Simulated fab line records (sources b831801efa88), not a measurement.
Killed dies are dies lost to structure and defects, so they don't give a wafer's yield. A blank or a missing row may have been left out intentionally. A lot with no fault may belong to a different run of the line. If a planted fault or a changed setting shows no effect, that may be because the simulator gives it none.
Split-lot experiment -- flow gf180mcu -- route with 602 steps; 5 lots, 23 wafers read

## ABOUT THE SPLIT
At GF_TOP_METAL_SPUTTER_02 (material AlCu, target thk 900 nm, time 47.82 s), the setting timeS was moved away from the recipe's 47.82 s on 4 of the 23 wafers read, by -13.0% to +4.6%. This setting was run at the recipe's value on the other wafers.

## FROM THE SPLIT TO THE READING: what the file shows between them, 6 steps
- GF_TOP_METAL_SPUTTER_03: material Ti, target thk 5 nm, time 3.3 s
- GF_TOP_METAL_SPUTTER_04: material TiN, target thk 25 nm, time 20.8 s
- GF_TOP_METAL_RS_MEAS_05: measures by four-point-probe
- GF_TOP_METAL_THK_MEAS_06: measures by xrf
- GF_TOP_METAL_DEHYDRATE_07: time 60 s
- GF_TOP_METAL_HMDS_08: prime time 60 s

## THE READING
oesProductAu, in a.u., at GF_TOP_METAL_METAL_ETCH_16 (etches the open film in Cl2/BCl3, stops on SiO2, target depth 1077.5 nm, time 179.6 s). A value of 0.968 a.u. with a standard deviation of 0.0062 a.u. is what fault-free wafers of this fab line usually give.

wafer,"tool, chamber at the split","timeS as run, s",against the recipe,"oesProductAu, a.u.",against lot-mates on the recipe
L074.1,"pvdSputter-01, -",47.82,recipe,0.974,-
L074.2,"pvdSputter-01, -",47.82,recipe,0.974,-
L074.4,"pvdSputter-01, -",47.82,recipe,0.967,-
L074.5,"pvdSputter-01, -",50.03,+4.6%,0.984,+0.012
L074.6,"pvdSputter-01, -",50.03,+4.6%,0.984,+0.012
L075.1,"pvdSputter-01, -",47.82,recipe,0.978,-
L075.5,"pvdSputter-01, -",47.82,recipe,0.967,-
L075.6,"pvdSputter-01, -",47.82,recipe,0.970,-
L078.1,"pvdSputter-04, -",47.82,recipe,0.974,-
L078.3,"pvdSputter-04, -",47.82,recipe,0.982,-
L078.4,"pvdSputter-04, -",47.82,recipe,0.985,-
L078.5,"pvdSputter-04, -",47.82,recipe,0.975,-
L078.6,"pvdSputter-04, -",47.82,recipe,0.974,-
L079.1,"pvdSputter-04, -",47.82,recipe,0.958,-
L079.3,"pvdSputter-04, -",47.82,recipe,0.953,-
L079.4,"pvdSputter-04, -",47.82,recipe,0.962,-
L079.5,"pvdSputter-04, -",47.82,recipe,0.961,-
L079.6,"pvdSputter-04, -",47.82,recipe,0.955,-
L085.1,"pvdSputter-04, -",47.82,recipe,0.967,-
L085.3,"pvdSputter-04, -",41.59,-13.0%,0.907,-0.060
L085.4,"pvdSputter-04, -",47.82,recipe,0.968,-
L085.5,"pvdSputter-04, -",41.59,-13.0%,0.907,-0.060
L085.6,"pvdSputter-04, -",47.82,recipe,0.966,-

FIT RESULTS
A straight line over all 23 wafers: oesProductAu changes by +0.00455 a.u. for each +1% of timeS; r = +0.92; the points scatter about the line by 0.0082 a.u.
The same after taking each lot's own level away (the mean of its wafers on the recipe; 23 wafers): +0.00435 a.u. for each +1%; r = +0.97; scatter 0.0043 a.u.
That fit puts the effect of the largest move of timeS on the reading at 0.057 a.u.
Across the lots, their own levels run from 0.9578 to 0.9780 a.u., a range of 3.3 times the standard deviation given above.
The two slopes are in agreement: the lot-to-lot level therefore moves the slope only a little.
Check: -0.0556 a.u. against its lot-mates is what the line predicts for one of the wafers moved furthest among these (-13.0%) when that wafer is left out of the fit. Against them it came out at -0.06 a.u.

## THE OTHER SPLITS THESE WAFERS WENT THROUGH
Note: prior to the reading, these wafers also went through further splits. Each is held against what the fit with the lots' levels taken away leaves over:
other split on the same wafers,wafers away from the commonest value,r with oesProductAu (lot level and that fit taken away)
GF_M4_SPUTTER_02 chamberPressurePa,18,+0.26
GF_M4_PEB_12 pebTempC,9,+0.08
GF_V4_CVD_00 sih4FlowSccm,9,+0.17
GF_V4_CMP_26 tOverpolishS,8,+0.20
GF_MIM_SPUTTER_04 timeS,9,+0.07
GF_V5_EXPOSE_11 doseMj,8,-0.11
GF_V5_PEB_12 pebTimeS,9,+0.11
GF_TOP_METAL_SPUTTER_00 powerW,9,+0.21

## THE WHOLE CHAIN: every reading that the file lists as answering this split, in the file's order
step,what it does,reading,change (the file's fit),r (the file's)
GF_TOP_METAL_SPUTTER_02,"material AlCu, target thk 900 nm, time 47.82 s","AlCu_of_TOP_METAL_SPUTTER_02.thkNm (the simulator's own value, which no gauge read)",+8.55 nm for each +1% of the setting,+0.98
GF_TOP_METAL_RS_MEAS_05,measures by four-point-probe,TOP_METAL_ALCU_RS,-0.000347 for each +1% of the setting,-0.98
GF_TOP_METAL_THK_MEAS_06,measures by xrf,TOP_METAL_ALCU_THK,+8.4 for each +1% of the setting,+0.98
GF_TOP_METAL_METAL_ETCH_16,"etches the open film in Cl2/BCl3, stops on SiO2, target depth 1077.5 nm, time 179.6 s",oesProductAu,+0.0044 a.u. for each +1% of the setting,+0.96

## FILE'S OWN FIT
oesProductAu changes by +0.0044 a.u. for each +1% of timeS, r = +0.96.
